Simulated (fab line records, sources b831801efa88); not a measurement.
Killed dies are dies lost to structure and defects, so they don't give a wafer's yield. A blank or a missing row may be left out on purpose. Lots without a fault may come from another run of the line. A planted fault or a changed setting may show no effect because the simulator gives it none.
fab line records | flow sky130
record lots=12 wafers=36 last_day=50
route steps=708 shown NWELL@82 VT_ADJUST_NCORE@128 LOCAL_INTERCONNECT@398
lots that met no fault: from a run of the same line without faults
start_h: hours from the record's first day to the start of the lot's first wafer shown | wait_h: hours since the lot's step before | " the same as in the row above | L1.1+2: a row that stands for several wafers | - no value, or no start given | * or withheld: withheld | < > ~ a bound
route shown NAME@n: a module of which the file shows steps, and the number in the route of the first | usual: mean/standard deviation of fault-free wafers | same: alike in all rows | chamber/n: place in a boat | sites: the reading at each site | _std_site: their standard deviation | _edge_site: outer sites' mean less inner sites' | radius_mm: how far each site lies from the wafer's centre | mask NAME#n: copy n | behind: the tool/chamber that last shaped the wafer | hold: why the lot was held/for how many hours/how that ended | device: the transistor (n, p or np) that didn't switch | end of line: the same wafers' tests at the end of the route | a step without rows: its recipe alone | killed: dies lost to structure and defects at the first sort, not the wafer's yield | map: a wafer's dies, x killed, . not, _ none there
set.NAME: the setting as run; set.NAME@STEP: as run at that earlier step | model.NAME: the simulator's own value behind a step, which no gauge read
steps of the route over a sample of lots; a table a step, a row a wafer
services: from which hour (start_h, from the record's first day; less than 0 if before it) a tool's chamber was out of use, for how many hours, and why
## steps
# step SKY_NWELL_RS_MEAS_29
# recipe thk_meas_gauge=four-point-probe
# usual NWELL_RS=624.4/1.6
# columns lot.wafer tool chamber start_h wait_h NWELL_RS[ohm/sq]
L781.1 film_metro-01 - 106.67 0.1 623.1
L781.2 " - " " 624.1
L781.6 " - " " 623.0
L782.2 film_metro-04 - 122.24 0.1 624.7
L782.5 " - " " 624.9
L782.6 " - " " 624.2
L783.1 film_metro-01 - 123.00 0.1 625.1
L783.4 " - " " 623.8
L783.5 " - " " 627.5
L784.1 film_metro-02 - 133.75 0.1 622.1
L784.2 " - " " 621.5
L784.3 " - " " 621.9
L788.2 film_metro-04 - 147.72 0.1 624.9
L788.3 " - " " 625.6
L788.5 " - " " 624.3
L793.2 film_metro-01 - 183.81 0.1 625.5
L793.3 " - " " 624.9
L793.5 " - " " 625.2
L796.2 film_metro-01 - 199.55 0.1 624.9
L796.3 " - " " 626.8
L796.5 " - " " 627.2
L799.3 film_metro-01 - 213.70 0.1 624.1
L799.4 " - " " 624.9
L799.5 " - " " 625.6
L800.1 film_metro-01 - 228.92 0.1 626.8
L800.2 " - " " 625.5
L800.5 " - " " 623.9
L801.1 film_metro-04 - 241.22 0.1 623.5
L801.2 " - " " 624.4
L801.3 " - " " 623.3
L803.2 film_metro-02 - 252.96 0.1 622.3
L803.3 " - " " 622.1
L803.6 " - " " 623.1
L802.3 film_metro-04 - 253.43 0.1 624.0
L802.5 " - " " 623.4
L802.6 " - " " 623.6
# step SKY_VT_ADJUST_NCORE_IMPLANT_09
# recipe species=B energy_kev=10 dose_cm2=2.4e+12 tilt_deg=withheld
# usual beam_energy_keV=10.000/0.0034
# columns lot.wafer tool chamber start_h wait_h beam_energy_keV
L781.1 implanter-04 0 183.75 0.0 9.995
L781.2 " 0 " " 9.999
L781.6 " 0 " " 9.998
L782.2 implanter-04 0 198.20 0.0 10.002
L782.5 " 0 " " 10.000
L782.6 " 0 " " 9.997
L783.1 implanter-04 0 200.72 0.0 13.188
L783.4 " 0 " " 13.192
L783.5 " 0 " " 13.192
L784.1 implanter-02 0 212.48 0.0 10.000
L784.2 " 0 " " 9.999
L784.3 " 0 " " 10.000
L788.2 implanter-04 0 230.85 0.0 13.189
L788.3 " 0 " " 13.190
L788.5 " 0 " " 13.184
L793.2 implanter-03 0 272.22 0.0 10.000
L793.3 " 0 " " 10.004
L793.5 " 0 " " 9.998
L796.2 implanter-03 0 293.80 0.0 9.999
L796.3 " 0 " " 9.995
L796.5 " 0 " " 9.999
L799.3 implanter-04 0 309.20 0.1 9.999
L799.4 " 0 " " 10.000
L799.5 " 0 " " 10.002
L800.1 implanter-04 0 327.40 0.0 10.001
L800.2 " 0 " " 10.002
L800.5 " 0 " " 10.005
L801.1 implanter-03 0 343.95 0.0 10.000
L801.2 " 0 " " 9.994
L801.3 " 0 " " 10.004
L803.2 implanter-02 0 356.65 0.0 9.998
L803.3 " 0 " " 10.000
L803.6 " 0 " " 9.992
L802.3 implanter-04 0 357.63 0.1 9.997
L802.5 " 0 " " 9.997
L802.6 " 0 " " 10.000
# step SKY_VT_ADJUST_NCORE_TW_MEAS_11
# usual VT_ADJUST_NCORE_TW=220.9/1.3
# columns lot.wafer tool chamber start_h wait_h VT_ADJUST_NCORE_TW
L781.1 film_metro-03 - 184.00 0.1 221.0
L781.2 " - " " 219.5
L781.6 " - " " 220.3
L782.2 film_metro-04 - 198.44 0.1 221.7
L782.5 " - " " 222.2
L782.6 " - " " 222.5
L783.1 film_metro-04 - 200.97 0.1 234.7
L783.4 " - " " 236.3
L783.5 " - " " 237.2
L784.1 film_metro-02 - 212.73 0.1 219.0
L784.2 " - " " 219.9
L784.3 " - " " 218.3
L788.2 film_metro-03 - 231.09 0.1 233.3
L788.3 " - " " 233.9
L788.5 " - " " 234.1
L793.2 film_metro-03 - 272.46 0.1 221.3
L793.3 " - " " 220.5
L793.5 " - " " 221.4
L796.2 film_metro-03 - 294.04 0.1 220.5
L796.3 " - " " 220.6
L796.5 " - " " 219.5
L799.3 film_metro-03 - 309.42 0.1 219.8
L799.4 " - " " 219.5
L799.5 " - " " 220.0
L800.1 film_metro-03 - 327.65 0.1 221.2
L800.2 " - " " 220.6
L800.5 " - " " 220.7
L801.1 film_metro-04 - 344.20 0.1 223.8
L801.2 " - " " 223.7
L801.3 " - " " 222.3
L803.2 film_metro-03 - 356.89 0.1 220.5
L803.3 " - " " 219.6
L803.6 " - " " 219.4
L802.3 film_metro-03 - 357.85 0.1 218.7
L802.5 " - " " 219.2
L802.6 " - " " 218.3
# step SKY_LOCAL_INTERCONNECT_CD_MEAS_11
# recipe target_cd_nm=170
# usual cd_nm=169.7/1.5
# columns lot.wafer tool chamber start_h wait_h cd_nm
L781.1 cd_sem-02 - 701.91 - 167.8
L781.2 " - " " 168.6
L781.6 " - " " 168.2
L782.2 cd_sem-01 - 715.12 - 169.5
L782.5 " - " " 169.1
L782.6 " - " " 168.8
L783.1 cd_sem-02 - 721.06 - 167.8
L783.4 " - " " 168.1
L783.5 " - " " 169.4
L784.1 cd_sem-01 - 736.06 - 168.2
L784.2 " - " " 169.2
L784.3 " - " " 168.6
L788.2 cd_sem-01 - 762.49 - 169.4
L788.3 " - " " 169.5
L788.5 " - " " 168.9
L793.2 cd_sem-01 - 805.69 - 172.3
L793.3 " - " " 171.4
L793.5 " - " " 172.9
L796.2 cd_sem-02 - 825.23 - 168.9
L796.3 " - " " 169.2
L796.5 " - " " 170.2
L799.3 cd_sem-01 - 838.65 - 170.8
L799.4 " - " " 169.7
L799.5 " - " " 168.7
L800.1 cd_sem-02 - 861.90 - 169.6
L800.2 " - " " 170.3
L800.5 " - " " 168.3
L801.1 cd_sem-02 - 872.72 - 172.8
L801.2 " - " " 172.8
L801.3 " - " " 171.2
L803.2 cd_sem-02 - 881.03 - 171.9
L803.3 " - " " 172.3
L803.6 " - " " 171.3
L802.3 cd_sem-01 - 890.64 - 167.1
L802.5 " - " " 166.3
L802.6 " - " " 166.5
# step SKY_LOCAL_INTERCONNECT_ETCH_13
# recipe chemistry=N2/H2 target=BARC ion_energy_ev=200 bias_w=100 pressure_mtorr=30 n2_flow_sccm=100 h2_flow_sccm=200 icp_w=500 stop_on=SiO2 time_s=45.9 target_depth_a=600
# usual drypump_motor_current_A=5.7/0.36 oes_product_au=0.855/0.0047 throttle_valve_pct=13.225/0.0095
# columns lot.wafer tool chamber start_h wait_h drypump_motor_current_A oes_product_au rf_hours_counter_h throttle_valve_pct
L781.1 rie_metal-04 1 702.07 0.0 6.0 0.851 0 13.237
L781.2 " 0 " " 5.1 0.854 11 13.231
L781.6 " 1 " " 6.1 0.859 - 13.208
L782.2 rie_metal-04 0 715.25 0.0 5.1 0.856 11 13.221
L782.5 " 1 " " 6.0 0.854 - 13.219
L782.6 " 0 " " 5.1 0.851 - 13.230
L783.1 rie_metal-02 1 721.22 0.0 5.5 0.855 10 13.225
L783.4 " 1 " " 5.5 0.852 - 13.244
L783.5 " 0 " " 6.2 0.850 - 13.230
L784.1 rie_metal-02 0 736.22 0.0 6.2 0.856 13 13.224
L784.2 " 1 " " 5.5 0.852 10 13.228
L784.3 " 0 " " 6.2 0.849 - 13.236
L788.2 rie_metal-01 0 762.63 0.0 5.5 0.855 3 13.201
L788.3 " 1 " " 5.7 0.855 - 13.222
L788.5 " 0 " " 5.5 0.858 - 13.236
L793.2 rie_metal-04 0 805.83 0.0 5.1 0.849 14 13.240
L793.3 " 1 " " 6.0 0.857 - 13.232
L793.5 " 0 " " 5.1 0.866 - 13.222
L796.2 rie_metal-01 1 825.37 0.0 5.7 0.855 10 13.219
L796.3 " 0 " " 5.5 0.864 - 13.206
L796.5 " 1 " " 5.7 0.860 - 13.227
L799.3 rie_metal-02 1 838.79 0.0 5.5 0.857 - 13.222
L799.4 " 0 " " 6.2 0.854 - 13.213
L799.5 " 0 " " 6.2 0.858 - 13.222
L800.1 rie_metal-02 1 862.06 0.0 5.5 0.856 15 13.225
L800.2 " 1 " " 5.5 0.850 - 13.227
L800.5 " 1 " " 5.5 0.851 - 13.226
L801.1 rie_metal-02 1 872.88 0.0 5.5 0.856 16 13.223
L801.2 " 0 " " 6.2 0.849 0 13.218
L801.3 " 0 " " 6.2 0.855 - 13.235
L803.2 rie_metal-01 1 881.17 0.0 5.7 0.856 12 13.228
L803.3 " 1 " " 5.7 0.854 - 13.232
L803.6 " 1 " " 5.7 0.856 - 13.233
L802.3 rie_metal-04 0 890.78 0.0 5.1 0.856 - 13.226
L802.5 " 1 " " 6.1 0.843 - 13.226
L802.6 " 0 " " 5.1 0.856 - 13.220
## services
# columns tool chamber start_h hours kind
implanter-04 - 239.00 1.7 repair
rie_metal-04 - 255.25 14.6 pm
rie_metal-04 - 278.64 1.3 repair
implanter-04 - 301.03 5.9 pm
rie_metal-02 - 302.81 14.6 pm
implanter-04 - 315.78 2.1 repair
rie_metal-02 - 324.83 0.7 repair
rie_metal-04 - 382.04 28.1 pm
implanter-04 - 430.82 1.5 repair
implanter-04 - 432.68 3.1 repair
rie_metal-04 1 535.65 4.0 repair
implanter-04 - 536.24 3.5 pm
implanter-04 - 546.21 1.9 repair
rie_metal-02 - 595.93 1.4 pm
rie_metal-02 1 598.32 1.2 repair
implanter-04 - 599.98 1.2 repair
rie_metal-02 - 613.66 3.9 repair
rie_metal-02 - 642.30 0.6 repair
implanter-04 - 662.30 2.0 repair
rie_metal-02 - 664.31 0.2 repair
rie_metal-02 1 710.65 1.2 repair
implanter-04 - 721.50 1.9 repair
implanter-04 - 740.82 4.0 repair
implanter-04 - 882.39 0.6 repair
## key
first_sign step=SKY_VT_ADJUST_NCORE_IMPLANT_09 reading=beam_energy_keV direction=up sigmas=99+ usual=* struck=*
effect step=SKY_VT_ADJUST_NCORE_TW_MEAS_11 reading=VT_ADJUST_NCORE_TW direction=up sigmas=10 usual=220.9 struck=234.9
met_at SKY_VT_ADJUST_NCORE_IMPLANT_09
struck_lots L783,L788
tester_left_out L783,L788
not_acting_at SKY_NWELL_RS_MEAS_29,SKY_LOCAL_INTERCONNECT_CD_MEAS_11,SKY_LOCAL_INTERCONNECT_ETCH_13
onset_between 198.20 200.72
fault kind=process_parameter_drift tool=implanter-04 chamber=- onset_h=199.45 steps=SKY_VT_ADJUST_NCORE_IMPLANT_09 channel=energy_kev offset=* shape=step end_h=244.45 acts_in=* stated=*
# tester_left_out: of these lots the tester's yield and bins aren't shown, on N5 and GAA mostly nor the transistor test; their killed dies are dies lost to structure and defects alone, not to doping, threshold or leakage, so they don't give the yield
